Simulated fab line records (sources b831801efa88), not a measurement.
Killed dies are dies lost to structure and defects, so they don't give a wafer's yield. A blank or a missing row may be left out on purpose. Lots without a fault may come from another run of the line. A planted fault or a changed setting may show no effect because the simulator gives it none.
A lot that was struck, set against a sound lot    flow sky130    17 steps out of a route of 708
Sound: these wafers, L128.2, L128.4, L128.6. Wafers L139.2, L139.3, L139.5 were the ones struck. The cause is named last.
Each step with rows lists, per side, the tool, then ch with its chambers, then its first start. Under that, the readings that differ: sound wafers    struck wafers    difference of the means    sigmas: that difference in standard deviations of wafers without a fault.
alike: words and numbers the same on both sides, and readings whose means are apart by under 2 such deviations; not compared: readings that were withheld, readings missing a value for some wafer, numbers with overlapping values and no deviation given by the record, and bounds like >300 which may hide the same value.
Wherever a step has rows on one side only, a row that says differs or no value, or a row with sigmas, the two part there. Numbers that don't overlap but have no deviation are shown without sigmas and don't part them. Lack of a reading on every wafer of one side parts them only where that side has two or more wafers.

SKY_VT_ADJUST_HVTR_OVL_MEAS_08:
  sound on overlay-02 at day 11 02:29; struck on overlay-02 at day 14 13:11
  alike: VT_ADJUST_HVTR_OVL
following that, these wafers have no rows for 1 step: SKY_VT_ADJUST_HVTR_IMPLANT_09.
SKY_VT_ADJUST_HVTR_STRIP_10: strips in O2/N2.
  sound on plasmaAsher-02 ch 0,1, day 11 02:40; struck on plasmaAsher-01 ch 1, day 14 13:22
  alike: drypumpMotorCurrentA, oesProductAu, stripTimeToEndpointS
  not compared: rfHoursCounterH
SKY_VT_ADJUST_HVTR_TW_MEAS_11:
  sound on filmMetro-02 at day 11 02:47; struck on filmMetro-04 at day 14 13:29
  alike: VT_ADJUST_HVTR_TW
then, 7 steps without rows for these wafers: SKY_VT_ADJUST_PCH_DEHYDRATE_00 (time 60 s); SKY_VT_ADJUST_PCH_HMDS_01 (prime time 60 s); SKY_VT_ADJUST_PCH_COAT_02 (resist thk 3000 nm); SKY_VT_ADJUST_PCH_SOFTBAKE_03; SKY_VT_ADJUST_PCH_EXPOSE_04 (exposes mask NWM, target cd 840 nm); SKY_VT_ADJUST_PCH_PEB_05; SKY_VT_ADJUST_PCH_DEVELOP_06 (develop time 60 s).
SKY_VT_ADJUST_PCH_OVL_MEAS_07:
  sound on overlay-02 at day 12 02:13; struck on overlay-02 at day 15 15:56
  alike: VT_ADJUST_PCH_OVL
SKY_VT_ADJUST_PCH_IMPLANT_08:
  sound on implanter-01 ch 0, day 12 02:17; struck on implanter-02 ch 0, day 15 15:59
reading           sound                          struck                       difference  sigmas
doseIonsCm2       5.007e+11 5.003e+11 5.014e+11  7.698e+11 7.692e+11 7.7e+11  +2.689e+11  +99 or more
faradayCurrentUA  2.86 2.81 2.90                 4.31 4.37 4.22               +1.44       +26
  alike: beamOnS
SKY_VT_ADJUST_PCH_STRIP_09: strips in O2/N2.
  sound on plasmaAsher-01 ch 1, day 12 02:24; struck on plasmaAsher-02 ch 0,1, day 15 16:07
  alike: drypumpMotorCurrentA, oesProductAu, stripTimeToEndpointS
  not compared: rfHoursCounterH
SKY_VT_ADJUST_PCH_TW_MEAS_10:
  sound on filmMetro-03 at day 12 02:31; struck on filmMetro-03 at day 15 16:13
reading           sound              struck             difference  sigmas
VT_ADJUST_PCH_TW  139.6 138.2 139.4  156.7 157.4 157.4  +18.1       +16
then, 1 step without rows for these wafers: SKY_SONOS_TUNNEL_DEHYDRATE_00 (time 60 s).
-- the record jumps here: 34 days lie between the struck wafers' starts before and after (it left off in module SONOS_TUNNEL and takes up again in module PAD_OPEN, whose first step shown is number 708 of the route) --
SKY_PAD_OPEN_PROBE_99:
  sound on prober-01 at day 47 06:29; struck on prober-02 at day 49 16:34
reading                                sound                          struck                         difference  sigmas
killedOpen                             33 37 33                       54 40 54                       +15         +2
model.etest.nfet_16v.rOnOhmUm          1.414e+04 1.412e+04 1.394e+04  1.453e+04 1.441e+04 1.431e+04  +3.500e+02  
model.etest.pfetG5v0d10v5.rOnOhmUm     4830 4823 4795                 4646 4682 4599                 -174        
model.etest.pfetG5v0d10v5.driveUaUm    339.4 333.7 337.5              351.5 345.1 355.3              +13.8       
model.etest.pfet_01v8_lvt.driveUaUm    168.8 169.4 167.6              178.7 176.9 178.1              +9.3        
model.etest.pfetG5v0d10v5.offLog10AUm  -12.79 -13.3 -13.07            -11.29 -11.18 -11.12           +1.86       
model.etest.pfet_01v8_lvt.offLog10AUm  -9.555 -9.457 -9.493           -8.024 -8.026 -8.036           +1.473      
model.etest.pfetG5v0d10v5.vtSatV (V)   -0.6497 -0.7182 -0.6721        -0.5183 -0.5089 -0.4965        +0.1721     
model.etest.pfet_16v.vtV (V)           -1.118 -1.123 -1.122           -0.9874 -0.9745 -0.9714        +0.1432     
  alike: killed_at_M0_to_M3, killed_at_M4_up, killedAtContacts, killedAtFrontEnd, killedAtOther, killedDies, killedShort

== WHERE THEY PART ==
First at SKY_VT_ADJUST_PCH_IMPLANT_08; last, within this record, at SKY_PAD_OPEN_PROBE_99.

WHY: what the simulator had put in
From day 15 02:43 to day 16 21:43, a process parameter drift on implanter-02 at SKY_VT_ADJUST_PCH_IMPLANT_08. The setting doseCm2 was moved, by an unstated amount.
